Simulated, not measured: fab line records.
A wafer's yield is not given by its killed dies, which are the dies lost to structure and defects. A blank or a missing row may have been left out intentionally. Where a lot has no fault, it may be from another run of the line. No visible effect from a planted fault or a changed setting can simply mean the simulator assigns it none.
Which tool is to blame? || flow sfqLine || 7 lots with 21 wafers sampled at 6 steps, on a route of 325 steps

== WHAT EACH GAUGE READ, for each wafer ==
SFQ_M8_RS_MEAS_949: uses a four-point probe to measure.
{"lot": "L610", "measured": "day 86 07:44", "on": "filmMetro-04", "M8_AU_RS (ohm/sq)": "0.1506 0.1518 0.1514"}
{"lot": "L613", "measured": "day 86 17:25", "on": "filmMetro-03", "M8_AU_RS (ohm/sq)": "0.1540 0.1523 0.1509"}
{"lot": "L616", "measured": "day 87 02:11", "on": "filmMetro-03", "M8_AU_RS (ohm/sq)": "0.1534 0.1539 0.1524"}
{"lot": "L618", "measured": "day 87 13:59", "on": "filmMetro-01", "M8_AU_RS (ohm/sq)": "0.1539 0.1537 0.1549"}
{"lot": "L620", "measured": "day 87 19:00", "on": "filmMetro-03", "M8_AU_RS (ohm/sq)": "0.1517 0.1517 0.1537"}
{"lot": "L622", "measured": "day 91 10:57", "on": "filmMetro-03", "M8_AU_RS (ohm/sq)": "0.1557 0.1542 0.1562"}
{"lot": "L630", "measured": "day 94 23:12", "on": "filmMetro-04", "M8_AU_RS (ohm/sq)": "0.1501 0.1526 0.1537"}

== WHICH TOOL RAN EACH LOT (tool, then ch and the chambers of the sampled wafers, then the start) ==
{"lot": "L610", "SFQ_TRILAYER_I3_CMP_CMP_082": "cmp-02 ch 0,1, day 37 01:08", "SFQ_TRILAYER_I3_METRO_MEASURE_083": "filmMetro-02, day 37 04:39", "SFQ_TRILAYER_I3_VIA_ETCH_VIA_ETCH_088": "rieDiel-03 ch 0,2,3, day 42 17:16", "SFQ_TRILAYER_M6_DEP_SPUTTER_157": "pvdSputter-05, day 70 06:12", "SFQ_TRILAYER_M7_DEP_SPUTTER_175": "pvdSputter-06, day 77 14:16"}
{"lot": "L613", "SFQ_TRILAYER_I3_CMP_CMP_082": "cmp-01 ch 0,1,2, day 38 14:34", "SFQ_TRILAYER_I3_METRO_MEASURE_083": "filmMetro-03, day 38 17:41", "SFQ_TRILAYER_I3_VIA_ETCH_VIA_ETCH_088": "rieDiel-01 ch 0,1,2, day 44 17:24", "SFQ_TRILAYER_M6_DEP_SPUTTER_157": "pvdSputter-03, day 70 15:55", "SFQ_TRILAYER_M7_DEP_SPUTTER_175": "pvdSputter-05, day 77 17:37"}
{"lot": "L616", "SFQ_TRILAYER_I3_CMP_CMP_082": "cmp-02 ch 0,3, day 39 21:12", "SFQ_TRILAYER_I3_METRO_MEASURE_083": "filmMetro-03, day 40 00:19", "SFQ_TRILAYER_I3_VIA_ETCH_VIA_ETCH_088": "rieDiel-01 ch 0,3, day 46 05:45", "SFQ_TRILAYER_M6_DEP_SPUTTER_157": "pvdSputter-03, day 70 20:31", "SFQ_TRILAYER_M7_DEP_SPUTTER_175": "pvdSputter-05, day 77 21:13"}
{"lot": "L618", "SFQ_TRILAYER_I3_CMP_CMP_082": "cmp-02 ch 2,3, day 40 10:12", "SFQ_TRILAYER_I3_METRO_MEASURE_083": "filmMetro-02, day 40 12:49", "SFQ_TRILAYER_I3_VIA_ETCH_VIA_ETCH_088": "rieDiel-03 ch 1,2, day 46 17:45", "SFQ_TRILAYER_M6_DEP_SPUTTER_157": "pvdSputter-03, day 72 22:42", "SFQ_TRILAYER_M7_DEP_SPUTTER_175": "pvdSputter-04, day 82 12:35"}
{"lot": "L620", "SFQ_TRILAYER_I3_CMP_CMP_082": "cmp-02 ch 0,2,3, day 41 13:17", "SFQ_TRILAYER_I3_METRO_MEASURE_083": "filmMetro-02, day 41 15:06", "SFQ_TRILAYER_I3_VIA_ETCH_VIA_ETCH_088": "rieDiel-04 ch 0,3, day 47 13:04", "SFQ_TRILAYER_M6_DEP_SPUTTER_157": "pvdSputter-03, day 73 04:35", "SFQ_TRILAYER_M7_DEP_SPUTTER_175": "pvdSputter-05, day 82 18:35"}
{"lot": "L622", "SFQ_TRILAYER_I3_CMP_CMP_082": "cmp-02 ch 0,1,3, day 42 15:47", "SFQ_TRILAYER_I3_METRO_MEASURE_083": "filmMetro-02, day 42 17:54", "SFQ_TRILAYER_I3_VIA_ETCH_VIA_ETCH_088": "rieDiel-03 ch 2,3, day 48 13:12", "SFQ_TRILAYER_M6_DEP_SPUTTER_157": "pvdSputter-06, day 73 10:38", "SFQ_TRILAYER_M7_DEP_SPUTTER_175": "pvdSputter-06, day 83 01:47"}
{"lot": "L630", "SFQ_TRILAYER_I3_CMP_CMP_082": "cmp-01 ch 0,1,2, day 44 22:36", "SFQ_TRILAYER_I3_METRO_MEASURE_083": "filmMetro-03, day 45 01:13", "SFQ_TRILAYER_I3_VIA_ETCH_VIA_ETCH_088": "rieDiel-04 ch 1,2,3, day 50 22:48", "SFQ_TRILAYER_M6_DEP_SPUTTER_157": "pvdSputter-05, day 78 19:26", "SFQ_TRILAYER_M7_DEP_SPUTTER_175": "pvdSputter-05, day 87 22:26"}
- SFQ_TRILAYER_I3_CMP_CMP_082: polishes SiO2.
- SFQ_TRILAYER_I3_METRO_MEASURE_083
- SFQ_TRILAYER_I3_VIA_ETCH_VIA_ETCH_088: etches SiO2 in CHF3, stops on Nb, target depth 260 nm.
- SFQ_TRILAYER_M6_DEP_SPUTTER_157: material Nb, target thk 200 nm, time 133.3 s.
- SFQ_TRILAYER_M7_DEP_SPUTTER_175: material Nb, target thk 200 nm, time 133.3 s.

== THE ANSWER, worked out from the rows above alone ==
Rule: what is usual is taken from the lots themselves. Put in order of their means at a reading, lots are off if they are a third of the lots or fewer, leave a main group of 4 or more, and stand apart from it by a gap of 3 or more times the standard deviation of the main group's means; of several such gaps the widest counts. The tables above print the reading to a certain number of digits; a main group whose means all agree to those digits is not used. Also off: a lot with no number at a reading for which 4 or more lots have one. All remaining lots with rows at the step are treated as sound.
No lot is off at any reading shown: from this, nothing can be told.

== WHAT THE SIMULATOR PUT IN ==
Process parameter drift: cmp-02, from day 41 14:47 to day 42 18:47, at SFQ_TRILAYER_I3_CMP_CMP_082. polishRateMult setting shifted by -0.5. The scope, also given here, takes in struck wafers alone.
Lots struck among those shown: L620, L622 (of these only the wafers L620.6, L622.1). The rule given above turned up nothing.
